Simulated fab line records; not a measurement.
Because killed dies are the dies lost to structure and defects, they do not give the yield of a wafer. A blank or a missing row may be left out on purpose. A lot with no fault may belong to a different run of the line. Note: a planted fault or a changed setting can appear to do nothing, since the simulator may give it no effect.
One fault through the eyes of 2 desks    flow gf180mcu    each desk holds nothing but its own numbers, with what lay behind them at the end

== TOOL OWNER'S DESK, implanter-04 ==
GF_VT_IMPLANT_IMPLANT_30, tool's own readings: per-lot mean of the sampled wafers with a number, covering each lot this tool ran. If a lot's mean is further than 4 standard deviations from the usual mean, the lot is out of limits and carries the mark OUT (the distance appears in the brackets).
Columns: A = beam_energy_keV at GF_VT_IMPLANT_IMPLANT_30, usual 25.001; B = dose_ions_cm2 at GF_VT_IMPLANT_IMPLANT_30, usual 2.534e+12; C = faraday_current_uA at GF_VT_IMPLANT_IMPLANT_30, usual 14.27
lot   first seen here  A       B                            C
L672  day 7 18:25      25.002  2.536e+12                    14.45
L677  day 9 03:30      25.000  2.532e+12                    14.13
L685  day 11 10:23     25.000  1.830e+12 (-99 or more) OUT  10.34 (-15) OUT
L686  day 11 15:35     25.000  1.834e+12 (-99 or more) OUT  10.35 (-15) OUT
L687  day 12 01:05     24.999  1.836e+12 (-99 or more) OUT  10.33 (-15) OUT
Finding of this desk: L685, L686, L687 out of limits; the first was L685 at day 11 10:23, on dose_ions_cm2 at GF_VT_IMPLANT_IMPLANT_30. L672, L677: within limits.

== AT THE METROLOGY DESK ==
What the gauges read, lot by lot, whatever tool the lot ran on: means of the sampled wafers that have a number. If a lot's mean is further than 4 standard deviations from the usual mean, the lot is out of limits and carries the mark OUT (the distance appears in the brackets).
Columns: A = VT_IMPLANT_3_TW at GF_VT_IMPLANT_TW_MEAS_32, usual 270.6; B = HV_LDD_OVL at GF_HV_LDD_OVL_MEAS_08, usual -0.7 nm; C = cd_nm at GF_PSD_CD_MEAS_07, usual 399.7 nm; D = SALICIDE_TIN_RS at GF_SALICIDE_RS_MEAS_04, usual 16.39 ohm/sq
lot   first seen here  A                 B     C      D
L672  day 7 18:40      269.8             -0.2  397.9  16.55
L673  day 7 23:43      268.7             0.1   395.8  16.39
L674  day 8 05:27      269.6             -0.6  401.3  16.51
L675  day 8 09:43      273.1             -1.1  397.6  16.25
L677  day 9 03:43      267.5             -0.9  400.0  16.30
L678  day 9 04:10      272.3             -1.2  403.0  16.03
L679  day 9 11:13      273.6             -0.1  404.1  16.34
L685  day 11 10:38     247.9 (-9.1) OUT  -0.2  399.9  15.85
L686  day 11 15:49     243.5 (-11) OUT   -1.8  395.2  16.69
L687  day 12 01:20     244.2 (-11) OUT   -0.7  400.5  16.47
L688  day 12 04:25     272.0             -0.8  397.4  16.45
L689  day 12 12:22     272.3             -0.2  400.0  16.64
L690  day 12 17:07     268.6             -0.8  400.2  16.33
L691  day 12 19:31     271.7             -2.3  398.7  16.22
This desk finds L685, L686, L687 out of limits, with the earliest case on L685 at day 11 10:38 (VT_IMPLANT_3_TW at GF_VT_IMPLANT_TW_MEAS_32). L672, L673, L674, L675, L677, L678, L679, L688, L689, L690, L691: within limits.

== ALL TOGETHER ==
The tool owner's desk could have raised an alarm at day 11 10:23, on L685, L686, L687.
The metrology desk could have raised an alarm at day 11 10:38, on L685, L686, L687.
Of the lots named, all ran GF_VT_IMPLANT_IMPLANT_30 on implanter-04.

== WHAT THE SIMULATOR PUT IN ==
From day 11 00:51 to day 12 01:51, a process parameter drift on implanter-04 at GF_VT_IMPLANT_IMPLANT_30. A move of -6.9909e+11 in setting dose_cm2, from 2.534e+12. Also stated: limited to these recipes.
Shown lots that were struck: L685, L686, L687.
Delay (hours) between the fault's onset and each desk's first out-of-limits reading: 10 at the tool owner's desk, 10 at the metrology desk.
